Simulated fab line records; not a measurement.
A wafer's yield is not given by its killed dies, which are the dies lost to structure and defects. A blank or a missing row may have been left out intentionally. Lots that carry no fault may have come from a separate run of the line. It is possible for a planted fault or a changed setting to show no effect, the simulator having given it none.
Which tool did it?	flow gf180mcu	24 lots with 72 wafers sampled at 6 steps, on a route of 602 steps

WHAT EACH GAUGE READ, for each wafer
GF_MVSD_OVL_MEAS_07.
lot	measured	on	MVSD_OVL (nm)
L074	day 4 10:52	overlay-01	-1.1 -2.9 -1.5
L075	day 4 16:34	overlay-02	-0.2 1.0 2.4
L076	day 4 21:56	overlay-01	0.1 -3.2 -1.8
L077	day 5 06:50	overlay-02	1.0 -0.1 0.3
L078	day 5 08:55	overlay-02	0.5 0.3 -1.6
L079	day 5 17:02	overlay-02	-0.3 0.1 1.7
L080	day 5 21:13	overlay-01	1.1 -0.8 -0.2
L081	day 6 01:01	overlay-02	-1.7 -2.2 -0.7
L082	day 6 10:29	overlay-01	-0.9 -0.4 -2.1
L083	day 6 14:12	overlay-01	-0.1 -4.5 -1.4
L084	day 6 18:52	overlay-01	0.2 2.1 -1.0
L085	day 7 02:25	overlay-01	0.6 -0.4 -1.0
L086	day 7 09:35	overlay-02	0.0 0.4 -1.0
L087	day 7 13:55	overlay-02	0.4 -1.5 -1.9
L088	day 7 18:38	overlay-02	-0.5 -3.3 -2.0
L089	day 8 01:00	overlay-01	-2.3 -2.6 -2.5
L090	day 8 10:17	overlay-02	1.0 2.1 0.4
L091	day 8 13:17	overlay-02	-1.4 -1.3 -1.4
L092	day 8 17:37	overlay-01	0.8 -0.4 1.9
L093	day 9 00:11	overlay-01	-0.9 0.0 0.5
L094	day 9 09:38	overlay-01	-1.7 -3.6 -0.2
L095	day 9 12:41	overlay-01	-1.0 -3.3 -0.8
L096	day 9 17:25	overlay-01	-0.3 -1.3 -0.6
L097	day 9 23:45	overlay-02	1.4 -1.4 -1.2

GF_POLY_GATE_OVL_MEAS_11.
lot	measured	on	POLY_GATE_OVL (nm)
L074	day 9 06:01	overlay-01	-1 10 1
L075	day 9 09:35	overlay-02	-2 -11 6
L076	day 9 16:35	overlay-01	-11 2 -15
L077	day 10 04:10	overlay-01	-10 -5 -2
L078	day 10 09:25	overlay-02	-1 10 5
L079	day 10 15:43	overlay-01	2 -7 3
L080	day 10 23:54	overlay-02	-6 -1 -11
L081	day 11 04:27	overlay-01	8 -2 4
L082	day 11 15:20	overlay-01	0 -5 5
L083	day 11 19:55	overlay-01	5 -1 -2
L084	day 12 01:29	overlay-01	6 13 -3
L085	day 12 11:19	overlay-02	5 3 1
L086	day 12 21:31	overlay-02	-3 -8 -10
L087	day 12 22:25	overlay-02	7 -3 13
L088	day 13 04:32	overlay-02	-5 3 -1
L089	day 13 16:46	overlay-02	-1 5 3
L090	day 14 00:47	overlay-02	-4 -10 1
L091	day 14 06:20	overlay-01	3 0 11
L092	day 14 09:25	overlay-01	-6 -5 7
L093	day 14 18:41	overlay-02	-8 1 0
L094	day 15 09:43	overlay-01	0 -9 -4
L095	day 15 11:16	overlay-02	5 1 6
L096	day 15 18:23	overlay-01	-1 3 -4
L097	day 15 23:37	overlay-01	13 -6 11

GF_POLY_GATE_THK_MEAS_17.
lot	measured	on	POLY_GATE_OXIDATION_THK (nm)
L074	day 9 07:37	film_metro-03	4.07 4.04 4.03
L075	day 9 12:02	film_metro-04	4.07 4.17 4.16
L076	day 9 18:08	film_metro-03	4.05 3.99 4.06
L077	day 10 06:56	film_metro-03	4.08 4.13 4.05
L078	day 10 11:46	film_metro-03	4.04 4.09 4.06
L079	day 10 17:38	film_metro-03	3.96 3.90 3.91
L080	day 11 02:41	film_metro-03	4.06 4.13 4.09
L081	day 11 06:02	film_metro-01	4.18 4.08 4.11
L082	day 11 18:21	film_metro-03	4.00 3.94 3.93
L083	day 11 23:05	film_metro-04	4.05 3.97 4.02
L084	day 12 04:16	film_metro-04	4.26 4.20 4.08
L085	day 12 13:47	film_metro-03	3.96 3.93 3.96
L086	day 12 23:29	film_metro-03	4.19 4.24 4.25
L087	day 13 00:05	film_metro-04	4.04 4.15 4.14
L088	day 13 06:05	film_metro-01	3.99 4.06 4.01
L089	day 13 18:19	film_metro-03	4.07 4.01 4.09
L090	day 14 02:48	film_metro-04	3.84 3.94 3.93
L091	day 14 07:52	film_metro-04	4.10 4.16 4.01
L092	day 14 10:59	film_metro-04	4.09 4.08 4.10
L093	day 14 20:46	film_metro-04	3.93 3.94 4.00
L094	day 15 12:01	film_metro-04	4.01 4.01 4.01
L095	day 15 13:20	film_metro-04	4.00 4.00 3.95
L096	day 15 19:56	film_metro-03	4.05 4.11 4.03
L097	day 16 01:10	film_metro-03	4.06 4.07 4.07

GF_HV_LDD_TW_MEAS_38.
lot	measured	on	HV_LDD_3_TW
L074	day 11 14:15	film_metro-04	1425 1424 1428
L075	day 11 18:28	film_metro-02	1415 1427 1424
L076	day 12 02:43	film_metro-02	1420 1429 1421
L077	day 12 16:05	film_metro-01	1411 1418 1417
L078	day 12 20:56	film_metro-04	1431 1419 1433
L079	day 13 03:52	film_metro-01	1415 1422 1419
L080	day 13 14:42	film_metro-04	1423 1425 1424
L081	day 13 17:45	film_metro-04	1434 1421 1422
L082	day 14 06:16	film_metro-01	1421 1423 1415
L083	day 14 13:02	film_metro-01	1408 1422 1429
L084	day 14 18:15	film_metro-02	1421 1424 1418
L085	day 15 04:46	film_metro-02	1436 1425 1427
L086	day 15 15:21	film_metro-01	1424 1423 1426
L087	day 15 16:19	film_metro-04	1421 1420 1421
L088	day 15 23:08	film_metro-02	1424 1425 1427
L089	day 16 11:31	film_metro-04	1420 1423 1417
L090	day 16 21:24	film_metro-01	1423 1427 1430
L091	day 17 02:38	film_metro-01	1421 1417 1419
L092	day 17 05:46	film_metro-01	1425 1418 1414
L093	day 17 16:08	film_metro-04	1429 1422 1430
L094	day 18 09:10	film_metro-01	1409 1414 1404
L095	day 18 10:27	film_metro-04	1418 1424 1420
L096	day 18 17:49	film_metro-02	1434 1434 1435
L097	day 18 23:36	film_metro-02	1437 1439 1428

GF_HV_LDD_OVL_MEAS_47.
lot	measured	on	HV_LDD_03_OVL (nm)
L074	day 12 08:31	overlay-01	-1.8 -1.2 -0.7
L075	day 12 13:04	overlay-01	-1.4 1.0 0.8
L076	day 12 21:49	overlay-01	-2.0 -1.1 -2.1
L077	day 13 12:01	overlay-01	-1.5 -2.6 -0.4
L078	day 13 16:28	overlay-02	-1.6 -1.3 -0.6
L079	day 13 23:46	overlay-02	-0.9 0.3 -1.4
L080	day 14 11:03	overlay-01	0.8 0.8 1.0
L081	day 14 14:16	overlay-01	-1.0 -1.0 -1.6
L082	day 15 03:46	overlay-01	-2.9 -1.5 -0.9
L083	day 15 10:36	overlay-02	-1.1 -1.3 0.3
L084	day 15 15:49	overlay-01	0.2 0.0 -0.9
L085	day 16 02:56	overlay-01	1.3 -0.7 0.1
L086	day 16 13:13	overlay-02	-1.9 -2.3 -1.3
L087	day 16 14:29	overlay-02	1.7 1.7 1.6
L088	day 16 21:37	overlay-02	1.2 -0.2 0.2
L089	day 17 09:49	overlay-01	-0.7 0.4 -1.2
L090	day 17 20:31	overlay-01	-2.4 -1.6 -1.4
L091	day 18 01:34	overlay-02	0.0 -0.3 -1.2
L092	day 18 05:22	overlay-01	-1.3 -1.9 -1.1
L093	day 18 15:07	overlay-01	-2.6 -1.8 -3.5
L094	day 19 09:22	overlay-01	0.2 -0.7 -2.5
L095	day 19 10:25	overlay-02	2.7 1.7 2.7
L096	day 19 17:52	overlay-01	1.4 1.0 -0.4
L097	day 19 23:28	overlay-02	-4.5 -5.5 -2.8

WHICH TOOL RAN EACH LOT (tool, then ch and the chambers of the sampled wafers, then the start)
lot	GF_HV_LDD_STRIP_37
L074	plasma_asher-02 ch 0,1, day 11 14:08
L075	plasma_asher-04 ch 0,1, day 11 18:23
L076	plasma_asher-02 ch 0,1, day 12 02:36
L077	plasma_asher-04 ch 0,1, day 12 15:59
L078	plasma_asher-02 ch 0,1, day 12 20:50
L079	plasma_asher-03 ch 0,1, day 13 03:45
L080	plasma_asher-03 ch 0,1, day 13 14:36
L081	plasma_asher-02 ch 0,1, day 13 17:39
L082	plasma_asher-03 ch 0,1, day 14 06:10
L083	plasma_asher-03 ch 0,1, day 14 12:56
L084	plasma_asher-04 ch 0,1, day 14 18:09
L085	plasma_asher-02 ch 0,1, day 15 04:41
L086	plasma_asher-02 ch 0,1, day 15 15:15
L087	plasma_asher-04 ch 0,1, day 15 16:14
L088	plasma_asher-02 ch 0,1, day 15 23:02
L089	plasma_asher-03 ch 0,1, day 16 11:26
L090	plasma_asher-04 ch 0,1, day 16 21:18
L091	plasma_asher-03 ch 0,1, day 17 02:32
L092	plasma_asher-03 ch 0,1, day 17 05:41
L093	plasma_asher-03 ch 0,1, day 17 16:02
L094	plasma_asher-02 ch 0,1, day 18 09:03
L095	plasma_asher-03 ch 1, day 18 10:20
L096	plasma_asher-03 ch 0,1, day 18 17:42
L097	plasma_asher-02 ch 0,1, day 18 23:29
- GF_HV_LDD_STRIP_37: strips in O2/N2.

AS READ BY THE TOOLS THEMSELVES (means over the sampled wafers that have a number; for cases with no such wafer, the mark the record gives instead)
GF_HV_LDD_STRIP_37.
lot	tool	drypump_motor_current_A (A)	heater_power_w (W)	oes_product_au (a.u.)	strip_time_to_endpoint_s (s)
L074	plasma_asher-02	6.4	299	0.718	12.68
L075	plasma_asher-04	5.2	352	0.718	12.57
L076	plasma_asher-02	6.2	295	0.722	12.63
L077	plasma_asher-04	5.6	345	0.716	12.65
L078	plasma_asher-02	6.2	299	0.719	12.64
L079	plasma_asher-03	5.3	314	0.712	12.61
L080	plasma_asher-03	5.3	316	0.718	12.61
L081	plasma_asher-02	6.2	298	0.715	12.67
L082	plasma_asher-03	5.3	322	0.716	12.63
L083	plasma_asher-03	5.3	312	0.716	12.70
L084	plasma_asher-04	5.6	356	0.713	12.63
L085	plasma_asher-02	6.4	299	0.721	12.58
L086	plasma_asher-02	6.2	299	0.709	12.64
L087	plasma_asher-04	5.2	355	0.714	12.68
L088	plasma_asher-02	6.4	301	0.717	12.66
L089	plasma_asher-03	5.3	313	0.716	12.67
L090	plasma_asher-04	5.3	350	0.715	12.65
L091	plasma_asher-03	5.3	319	0.716	12.66
L092	plasma_asher-03	5.3	315	0.712	12.63
L093	plasma_asher-03	5.3	314	0.717	12.61
L094	plasma_asher-02	6.2	304	0.718	12.63
L095	plasma_asher-03	5.4	312	0.714	12.65
L096	plasma_asher-03	5.3	321	0.716	12.71
L097	plasma_asher-02	6.2	301	0.712	12.63

THE ANSWER, worked out from the rows above alone
Rule: usual is defined by the lots themselves. Put in order of their means at a reading, lots are off if they are a third of the lots or fewer, leave a main group of 4 or more, and stand apart from it by a gap of 3 or more times the standard deviation of the main group's means; of several such gaps the widest counts. If all means in a main group match to the digits the tables above print for the reading, that group is not used. A lot without any number at a reading at which 4 lots or more have one is off too. Any other lot the step has rows for is counted as sound. Order of review: gauges by route order, followed by the tools' own readings, for which a lot's mean as printed above is used. The first step at which some lot is off is used, and at that step the reading that is off furthest; a lot without a number counts as furthest.
No lot is off at any reading shown: from this, nothing can be told.

WHAT WAS PUT IN BY THE SIMULATOR
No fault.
